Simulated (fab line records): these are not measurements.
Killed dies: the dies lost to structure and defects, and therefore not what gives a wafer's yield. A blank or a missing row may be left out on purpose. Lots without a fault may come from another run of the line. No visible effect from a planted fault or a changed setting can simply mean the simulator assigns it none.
Which tool was responsible? | flow sky130 | at 1 step of a route of 708, 12 lots with 36 wafers sampled

== WHAT THE GAUGES READ, wafer by wafer ==
SKY_CONTACT_OVL_MEAS_15.
lot  | measured     | on         | CONTACT_OVL (nm)
L075 | day 32 03:20 | overlay-01 | 0 -3 6
L077 | day 32 20:14 | overlay-02 | -11 -4 -2
L079 | day 33 14:23 | overlay-02 | -8 -9 -14
L081 | day 34 11:52 | overlay-02 | 5 8 -5
L083 | day 34 18:59 | overlay-01 | 1 1 3
L085 | day 35 13:27 | overlay-02 | -9 -8 0
L087 | day 36 09:16 | overlay-01 | 5 -4 3
L089 | day 36 22:53 | overlay-01 | 4 3 -1
L091 | day 37 10:11 | overlay-02 | 15 -1 7
L093 | day 38 00:03 | overlay-01 | -16 -14 -14
L095 | day 38 15:50 | overlay-01 | -8 -7 -9
L097 | day 39 05:29 | overlay-02 | 2 0 2

== WHICH TOOL RAN EACH LOT (tool, then ch and the chambers of the sampled wafers, then the start) ==
No process step before these readings appears in the record.

== THE ANSWER, worked out from the rows above alone ==
Rule: the lots themselves supply what counts as usual. The widest of any qualifying gaps counts: lots, ordered by their means at a reading, are off when they make up no more than a third of the lots, leave a main group of 4 or more, and stand apart from it by 3 or more times the standard deviation of that group's means. A main group is skipped when, at the precision printed for the reading in the tables above, its means are all equal. Also off: a lot with no number at a reading for which 4 or more lots have one. Any other lot the step has rows for is counted as sound.
No lot is off at any reading shown: from this, nothing can be told.

== WHAT THE SIMULATOR PUT IN ==
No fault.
